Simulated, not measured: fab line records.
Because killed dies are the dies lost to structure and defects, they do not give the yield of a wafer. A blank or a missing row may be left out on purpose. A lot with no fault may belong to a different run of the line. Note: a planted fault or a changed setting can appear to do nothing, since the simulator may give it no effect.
Split-lot trial / flow sky130 / 23 wafers read from 5 lots, route of 708 steps

## THE SPLIT
At SKY_VT_ADJUST_PCH_IMPLANT_08, the setting energyKev was moved away from the recipe's 10 on 9 of the 23 wafers read, by -3.3% to +3.8%. The other wafers ran this setting at the recipe's value.

The split's own step is where the reading is taken.

## THE READING
In nm, at SKY_VT_ADJUST_PCH_IMPLANT_08: implant.drpNm, which is the simulator's own figure and was read by no gauge. The file does not state a usual value for it.

wafer=L074.1; tool, chamber at the split=implanter-03, 0; energyKev as run=9.805; against the recipe=-2.0%; implant.drpNm, nm=16.88; against lot-mates on the recipe=-0.23
wafer=L074.3; tool, chamber at the split=implanter-03, 0; energyKev as run=9.805; against the recipe=-2.0%; implant.drpNm, nm=16.88; against lot-mates on the recipe=-0.23
wafer=L074.4; tool, chamber at the split=implanter-03, 0; energyKev as run=9.805; against the recipe=-2.0%; implant.drpNm, nm=16.88; against lot-mates on the recipe=-0.23
wafer=L074.5; tool, chamber at the split=implanter-03, 0; energyKev as run=10; against the recipe=recipe; implant.drpNm, nm=17.11; against lot-mates on the recipe=-
wafer=L074.6; tool, chamber at the split=implanter-03, 0; energyKev as run=10; against the recipe=recipe; implant.drpNm, nm=17.11; against lot-mates on the recipe=-
wafer=L075.1; tool, chamber at the split=implanter-01, 0; energyKev as run=10; against the recipe=recipe; implant.drpNm, nm=17.11; against lot-mates on the recipe=-
wafer=L075.3; tool, chamber at the split=implanter-01, 0; energyKev as run=10; against the recipe=recipe; implant.drpNm, nm=17.11; against lot-mates on the recipe=-
wafer=L075.4; tool, chamber at the split=implanter-01, 0; energyKev as run=10; against the recipe=recipe; implant.drpNm, nm=17.11; against lot-mates on the recipe=-
wafer=L075.5; tool, chamber at the split=implanter-01, 0; energyKev as run=10.38; against the recipe=+3.8%; implant.drpNm, nm=17.56; against lot-mates on the recipe=+0.45
wafer=L075.6; tool, chamber at the split=implanter-01, 0; energyKev as run=10.38; against the recipe=+3.8%; implant.drpNm, nm=17.56; against lot-mates on the recipe=+0.45
wafer=L078.2; tool, chamber at the split=implanter-03, 0; energyKev as run=10; against the recipe=recipe; implant.drpNm, nm=17.11; against lot-mates on the recipe=-
wafer=L078.4; tool, chamber at the split=implanter-03, 0; energyKev as run=10; against the recipe=recipe; implant.drpNm, nm=17.11; against lot-mates on the recipe=-
wafer=L078.5; tool, chamber at the split=implanter-03, 0; energyKev as run=10; against the recipe=recipe; implant.drpNm, nm=17.11; against lot-mates on the recipe=-
wafer=L078.3; tool, chamber at the split=implanter-03, 0; energyKev as run=9.674; against the recipe=-3.3%; implant.drpNm, nm=16.72; against lot-mates on the recipe=-0.39
wafer=L078.6; tool, chamber at the split=implanter-03, 0; energyKev as run=9.674; against the recipe=-3.3%; implant.drpNm, nm=16.72; against lot-mates on the recipe=-0.39
wafer=L079.1; tool, chamber at the split=implanter-01, 0; energyKev as run=10; against the recipe=recipe; implant.drpNm, nm=17.11; against lot-mates on the recipe=-
wafer=L079.2; tool, chamber at the split=implanter-01, 0; energyKev as run=10; against the recipe=recipe; implant.drpNm, nm=17.11; against lot-mates on the recipe=-
wafer=L079.3; tool, chamber at the split=implanter-01, 0; energyKev as run=10; against the recipe=recipe; implant.drpNm, nm=17.11; against lot-mates on the recipe=-
wafer=L081.2; tool, chamber at the split=implanter-01, 0; energyKev as run=10; against the recipe=recipe; implant.drpNm, nm=17.11; against lot-mates on the recipe=-
wafer=L081.4; tool, chamber at the split=implanter-01, 0; energyKev as run=10; against the recipe=recipe; implant.drpNm, nm=17.11; against lot-mates on the recipe=-
wafer=L081.6; tool, chamber at the split=implanter-01, 0; energyKev as run=10; against the recipe=recipe; implant.drpNm, nm=17.11; against lot-mates on the recipe=-
wafer=L081.3; tool, chamber at the split=implanter-01, 0; energyKev as run=9.739; against the recipe=-2.6%; implant.drpNm, nm=16.8; against lot-mates on the recipe=-0.31
wafer=L081.5; tool, chamber at the split=implanter-01, 0; energyKev as run=9.739; against the recipe=-2.6%; implant.drpNm, nm=16.8; against lot-mates on the recipe=-0.31

THE FIT
A straight line over all 23 wafers: implant.drpNm changes by +0.119 nm for each +1% of energyKev; r = +1.00; the points scatter about the line by 0.0011 nm.
The same after taking each lot's own level away (the mean of its wafers on the recipe; 23 wafers): +0.119 nm for each +1%; r = +1.00; scatter 0.0011 nm.
The reading moves by 0.45 nm for the largest change in energyKev, on that fit.
The lots' own levels span 17.110 to 17.110 nm.
The two slopes are in agreement: the lot-to-lot level therefore moves the slope only a little.
Check: for one of the wafers moved furthest among these (+3.8%), held out of the fit, the line's prediction against its lot-mates is +0.451 nm. It came out at +0.45 nm against them.

## THE OTHER SPLITS THESE WAFERS WENT THROUGH
Before the reading, these wafers also passed through other splits. Each is held against what the fit with the lots' levels taken away leaves over:
other split on the same wafers=SKY_FIELD_ISO_EXPOSE_10 doseMj; wafers away from the commonest value=11; r with implant.drpNm (lot level and that fit taken away)=-0.12
other split on the same wafers=SKY_FIELD_ISO_ETCH_14 timeS; wafers away from the commonest value=2; r with implant.drpNm (lot level and that fit taken away)=-0.03
other split on the same wafers=SKY_NWELL_IMPLANT_24 doseCm2; wafers away from the commonest value=5; r with implant.drpNm (lot level and that fit taken away)=+0.25
other split on the same wafers=SKY_VT_ADJUST_HVTP_EXPOSE_04 doseMj; wafers away from the commonest value=10; r with implant.drpNm (lot level and that fit taken away)=+0.51
other split on the same wafers=SKY_VT_ADJUST_LVTN_IMPLANT_08 doseCm2; wafers away from the commonest value=5; r with implant.drpNm (lot level and that fit taken away)=-0.43
other split on the same wafers=SKY_VT_ADJUST_LVTN_IMPLANT_19 energyKev; wafers away from the commonest value=9; r with implant.drpNm (lot level and that fit taken away)=-0.15
other split on the same wafers=SKY_VT_ADJUST_NCORE_EXPOSE_04 doseMj; wafers away from the commonest value=10; r with implant.drpNm (lot level and that fit taken away)=+0.61
other split on the same wafers=SKY_VT_ADJUST_NCORE_IMPLANT_09 energyKev; wafers away from the commonest value=7; r with implant.drpNm (lot level and that fit taken away)=-0.18

## THE WHOLE CHAIN: every reading that the file lists as answering this split, in the file's order
step=SKY_VT_ADJUST_PCH_IMPLANT_08; what it does=; reading=implant.rpNm (the simulator's own value, which no gauge read); change (the file's fit)=+0.293 nm for each +1% of the setting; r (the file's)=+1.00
step=SKY_VT_ADJUST_PCH_IMPLANT_08; what it does=; reading=implant.drpNm (the simulator's own value, which no gauge read); change (the file's fit)=+0.119 nm for each +1% of the setting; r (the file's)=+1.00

## THE FILE'S OWN FIT
implant.drpNm changes by +0.119 nm for each +1% of energyKev, r = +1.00.
